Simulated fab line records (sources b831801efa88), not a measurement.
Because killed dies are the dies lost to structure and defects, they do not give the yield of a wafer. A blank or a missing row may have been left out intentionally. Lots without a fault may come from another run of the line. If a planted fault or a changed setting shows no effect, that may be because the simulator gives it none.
Lot-split experiment ; flow sky130 ; route with 708 steps; 5 lots, 23 wafers read

== SPLIT DETAILS ==
At SKY_FIELD_ISO_ETCH_15 (etches the open film in CHF3/O2, stops on Si, target depth 180 nm, time 72 s), the setting time-s was moved away from the recipe's 72 s on 4 of the 23 wafers read, by -8.7% to +8.7%. This setting was run at the recipe's value on the other wafers.

Reading taken at the split's own step.

== THE READING ==
oes-product-au, in a.u., at SKY_FIELD_ISO_ETCH_15 (etches the open film in CHF3/O2, stops on Si, target depth 180 nm, time 72 s). On this fab line, fault-free wafers typically give 0.944 a.u. with a standard deviation of 0.0061 a.u.

wafer;tool, chamber at the split;time-s as run, s;against the recipe;oes-product-au, a.u.;against lot-mates on the recipe
L074.1;rie-diel-04, 3;72;recipe;0.942;-
L074.2;rie-diel-04, 0;65.76;-8.7%;0.997;+0.052
L074.3;rie-diel-04, 2;72;recipe;0.945;-
L074.4;rie-diel-04, 1;72;recipe;0.948;-
L074.5;rie-diel-04, 3;65.76;-8.7%;0.986;+0.041
L076.1;rie-diel-02, 3;72;recipe;0.940;-
L076.2;rie-diel-02, 0;78.23;+8.7%;0.922;-0.018
L076.3;rie-diel-02, 1;72;recipe;0.936;-
L076.5;rie-diel-02, 2;78.23;+8.7%;0.925;-0.015
L076.6;rie-diel-02, 1;72;recipe;0.943;-
L079.1;rie-diel-01, 1;72;recipe;0.936;-
L079.3;rie-diel-01, 2;72;recipe;0.934;-
L079.5;rie-diel-01, 0;72;recipe;0.943;-
L082.1;rie-diel-04, 2;72;recipe;0.949;-
L082.2;rie-diel-04, 3;72;recipe;0.954;-
L082.4;rie-diel-04, 0;72;recipe;0.947;-
L082.5;rie-diel-04, 1;72;recipe;0.949;-
L082.6;rie-diel-04, 0;72;recipe;0.948;-
L084.1;rie-diel-04, 3;72;recipe;0.944;-
L084.2;rie-diel-04, 2;72;recipe;0.953;-
L084.4;rie-diel-04, 0;72;recipe;0.954;-
L084.5;rie-diel-04, 2;72;recipe;0.951;-
L084.6;rie-diel-04, 3;72;recipe;0.948;-

FIT RESULTS
A straight line over all 23 wafers: oes-product-au changes by -0.00393 a.u. for each +1% of time-s; r = -0.89; the points scatter about the line by 0.0075 a.u.
The same after taking each lot's own level away (the mean of its wafers on the recipe; 23 wafers): -0.00362 a.u. for each +1%; r = -0.89; scatter 0.0069 a.u.
The reading moves by 0.031 a.u. for the largest change in time-s, on that fit.
Measured against the standard deviation above, the lots' own levels, which go from 0.9377 to 0.9500 a.u., span 2.0 times it.
Hence the lot-to-lot level has little effect on the slope; both slopes agree.
Check: with one of the wafers moved furthest among these (-8.7%) left out of the fit, the line predicts +0.0265 a.u. for it against its lot-mates. It came out at +0.052 a.u. against them.
Tool readings at the split's step, against how far the setting was moved: oes-product-au r = -0.89.

== THESE WAFERS: OTHER SPLITS ==
Other splits were also applied to these wafers ahead of the reading. Each is held against what the fit with the lots' levels taken away leaves over:
other split on the same wafers;wafers away from the commonest value;r with oes-product-au (lot level and that fit taken away)
SKY_FIELD_ISO_OXIDATION_01 temp-c;15;-0.14

== THE FILE'S OWN FIT ==
oes-product-au changes by -0.00361 a.u. for each +1% of time-s, r = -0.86.
